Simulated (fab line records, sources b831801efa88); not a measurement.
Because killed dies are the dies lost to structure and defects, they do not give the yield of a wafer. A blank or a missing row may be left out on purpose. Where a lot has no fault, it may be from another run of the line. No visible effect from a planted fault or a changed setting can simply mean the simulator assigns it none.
One fault through the eyes of 2 desks    flow gf180mcu    what lay behind the numbers comes last; until then each desk has only its own

## THE METROLOGY DESK
Means of the sampled wafers that have a number, per lot and without regard to the tool the lot ran on: this is what the gauges read. Any lot whose mean is over 4 standard deviations away from the usual mean is out of limits and marked OUT; that distance is given in the brackets.
Columns: A = cd nm at GF_SAB_CD_MEAS_09, usual 420.0 nm; B = SAB_OVL at GF_SAB_OVL_MEAS_10, usual 0.2 nm; C = SALICIDE_TIN_RS at GF_SALICIDE_RS_MEAS_04, usual 16.38 ohm/sq; D = SALICIDE_TIN_THK at GF_SALICIDE_THK_MEAS_05, usual 19.80 nm
lot   first seen here  A      B     C      D
L360  day 17 03:17     421.5  -0.5  16.56  19.80
L362  day 18 01:38     421.8  -0.8  16.49  20.08
L367  day 19 13:19     422.6  -1.3  16.18  19.55
L368  day 19 21:49     421.6  -0.5  16.08  19.56
L370  day 20 14:14     418.3  1.4   16.41  19.67
L375  day 22 11:32     419.3  0.6   16.02  20.28
Finding of this desk: none of the 6 lots has anything out of limits.

## AT THE TOOL OWNER'S DESK: rtp anneal-02
At GF_SALICIDE_RTA_06 (time 30 s), the tool's own readings, given per lot that ran on this tool as the mean of the sampled wafers with a number. Any lot whose mean is over 4 standard deviations away from the usual mean is out of limits and marked OUT; that distance is given in the brackets.
Columns: A = lamp power pct at GF_SALICIDE_RTA_06, usual 5.8 %; B = wafer_temp_C_max at GF_SALICIDE_RTA_06, usual 532.9
lot   first seen here  A               B
L362  day 18 02:22     5.5             532.1
L367  day 19 14:04     4.1 (-5.5) OUT  465.6 (-56) OUT
L368  day 19 22:33     4.1 (-5.5) OUT  466.0 (-56) OUT
This desk's verdict: out of limits on L367, L368, starting with L367 at day 19 14:04 (lamp power pct at GF_SALICIDE_RTA_06). L362: within limits.

## BROUGHT TOGETHER
The tool owner's desk could have raised an alarm at day 19 14:04, on L367, L368.
Nothing out of limits was seen by the metrology desk.
The metrology desk has L367, L368 on record, within its limits.
The lots listed all ran GF_SALICIDE_RTA_06 on rtp anneal-02.

## WHAT HAD BEEN PUT IN BY THE SIMULATOR
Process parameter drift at GF_SALICIDE_RTA_06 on rtp anneal-02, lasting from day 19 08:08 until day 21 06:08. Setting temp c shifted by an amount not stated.
Struck lots among those shown: L367, L368.
Each desk's first reading out of limits, in hours after the fault started: the tool owner's desk, 6.
